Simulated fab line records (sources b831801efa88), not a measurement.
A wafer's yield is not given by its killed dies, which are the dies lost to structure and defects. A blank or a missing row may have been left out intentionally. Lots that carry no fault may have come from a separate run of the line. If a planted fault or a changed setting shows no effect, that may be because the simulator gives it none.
One fault seen from 2 desks ; flow gf180mcu ; numbers are kept per desk, each desk with only its own; the story behind them comes last

## METROLOGY DESK
What the gauges read for every lot (on any tool): the sampled wafers with a number, averaged. Any lot whose mean is over 4 standard deviations away from the usual mean is out of limits and marked OUT; that distance is given in the brackets.
Columns: A = STI_OXIDATION_THK at GF_STI_THK_MEAS_02, usual 10.02 nm; B = STI_CVD_03_THK at GF_STI_THK_MEAS_04, usual 208.4 nm; C = cdNm at GF_STI_CD_MEAS_12, usual 220.0 nm
lot;first seen here;A;B;C
L855;day 1 11:42;9.81;206.7;219.3
L857;day 1 22:05;9.85;207.3;220.5
L862;day 3 02:43;10.37;209.6;219.9
L863;day 3 05:30;9.99;207.8;218.1
L865;day 3 13:31;10.02;210.1;220.5
L867;day 3 23:42;10.16;208.5;220.0
L875;day 5 15:31;9.89;209.6;218.9
Finding of this desk: none of the 7 lots has anything out of limits.

## AT THE TOOL OWNER'S DESK: rieSi-02
The tool's own readings at GF_STI_ETCH_14 (etches Si in HBr/Cl2/O2, target depth 360 nm, time 102.9 s): means of the sampled wafers that have a number, for each lot that ran on this tool. Any lot whose mean is over 4 standard deviations away from the usual mean is out of limits and marked OUT; that distance is given in the brackets.
Columns: A = drypumpMotorCurrentA at GF_STI_ETCH_14, usual 5.7 A; B = oesProductAu at GF_STI_ETCH_14, usual 0.999 a.u.; C = runLengthS at GF_STI_ETCH_14, usual 131.1 s; D = throttleValvePct at GF_STI_ETCH_14, usual 25.657 %
lot;first seen here;A;B;C;D
L855;day 2 01:49;6.0;0.990;130.8;25.665
L862;day 3 17:25;5.3;0.997;133.5 (+4.8) OUT;25.660
L863;day 3 20:57;5.6;1.001;133.7 (+5.1) OUT;25.663
L867;day 4 14:55;5.4;1.000;134.7 (+7.2) OUT;25.663
This desk's finding: out of limits on L862, L863, L867; first on L862, day 3 17:25 (runLengthS at GF_STI_ETCH_14). Within limits: L855.

## TAKEN TOGETHER
The tool owner's desk could have raised an alarm at day 3 17:25, on L862, L863, L867.
At the metrology desk, nothing out of limits was observed.
The metrology desk has L862, L863, L867 on record, within its limits.
All the named lots went through GF_STI_ETCH_14 on rieSi-02.

## WHAT HAD BEEN PUT IN BY THE SIMULATOR
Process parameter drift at GF_STI_ETCH_14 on rieSi-02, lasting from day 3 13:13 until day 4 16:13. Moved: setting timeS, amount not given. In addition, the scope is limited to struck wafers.
Lots struck among those shown: L862, L863, L867.
Delay in hours, fault start to first out-of-limits reading, by desk: the tool owner's desk at 4.
